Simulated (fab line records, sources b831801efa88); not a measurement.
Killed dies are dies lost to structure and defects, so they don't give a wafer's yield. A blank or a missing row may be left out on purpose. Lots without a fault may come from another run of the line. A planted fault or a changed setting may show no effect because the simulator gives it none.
Problem report in the 8D (eight disciplines) form, filled by code | flow sky130 | the parts of the form that need people (team, actions taken, sign-off) are left out

1. THE PROBLEM
run_length_s at SKY_VIA2_SOFTBAKE_08 reads a mean of 100.58 s on 5 wafers of 3 lots; wafers without a fault read 119.26 s with a standard deviation of 0.27. That is -69 standard deviations from the usual mean.
The step: time 90 s.
First seen on wafer L289.3, day 39 04:00, on litho_track-03. The record holds 40 wafers of 14 lots with a number at this step. Rule for "out", or "out of limits": more than 4 standard deviations from the usual mean. The other wafers with a number count as sound.

2. WHAT IT IS AND WHAT IT IS NOT
question                    | is                                     | is not
which readings at this step | run_length_s, heater_power_total_W     | -
which lots                  | L289, L291, L292                       | L278, L279, L280, L281, L282, L295, L297, L298, L299, L300, L301
which wafers of those lots  | L289.3, L289.6, L291.3, L292.3, L292.6 | L291.5, L292.2
read on which tools         | litho_track-03                         | litho_track-01, litho_track-04
when                        | from day 39 04:00                      | up to then (15 sound wafers); but 20 sound wafers of L291, L292, L295, L297, L298, L299, L300, L301 came after

3. SUSPECTS, AND WHAT RULES EACH OUT
Counting: a tool at a process step up to the reading stays a suspect if it ran every lot that is out. Sound lots after the first of them don't rule it out here, since some wafers of a struck lot are sound.
- litho_track-03 at SKY_VIA2_SOFTBAKE_08 (time 90 s): kept. It ran every lot that is out, first L289 (day 39 04:00); its last sound lot up to then is L282 (day 36 22:00). Its own readings are out on those wafers: heater_power_total_W, run_length_s.
Left after counting: litho_track-03 at SKY_VIA2_SOFTBAKE_08.

4. THE CAUSE (what the simulator had put in)
Process parameter drift: litho_track-03, from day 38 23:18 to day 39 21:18, at SKY_VIA2_SOFTBAKE_08. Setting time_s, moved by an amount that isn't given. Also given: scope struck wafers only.
Counting left only this tool.

5. THE CHAIN OF EFFECTS, in route order
Each row: a reading whose mean over the struck wafers that have a number lies more than 3 standard deviations from the usual. Only readings for which the record gives a usual standard deviation are gone through. hours: the time from each lot's start at the first step in this table that gives one to its start at this step, as a median over the lots. sigmas: the change in usual standard deviations.
hours | step                 | reading              | usual    | on struck wafers | change | sigmas
0     | SKY_VIA2_SOFTBAKE_08 | heater_power_total_W | 57.36 W  | 61.93            | +4.57  | +38
0     | SKY_VIA2_SOFTBAKE_08 | run_length_s         | 119.26 s | 100.58           | -18.68 | -69
The process steps in it:
- SKY_VIA2_SOFTBAKE_08: time 90 s.

6. WHAT WOULD HAVE CAUGHT IT SOONER
In this record the first reading out of limits was taken at day 39 04:00, 5 hours after the fault began at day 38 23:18.
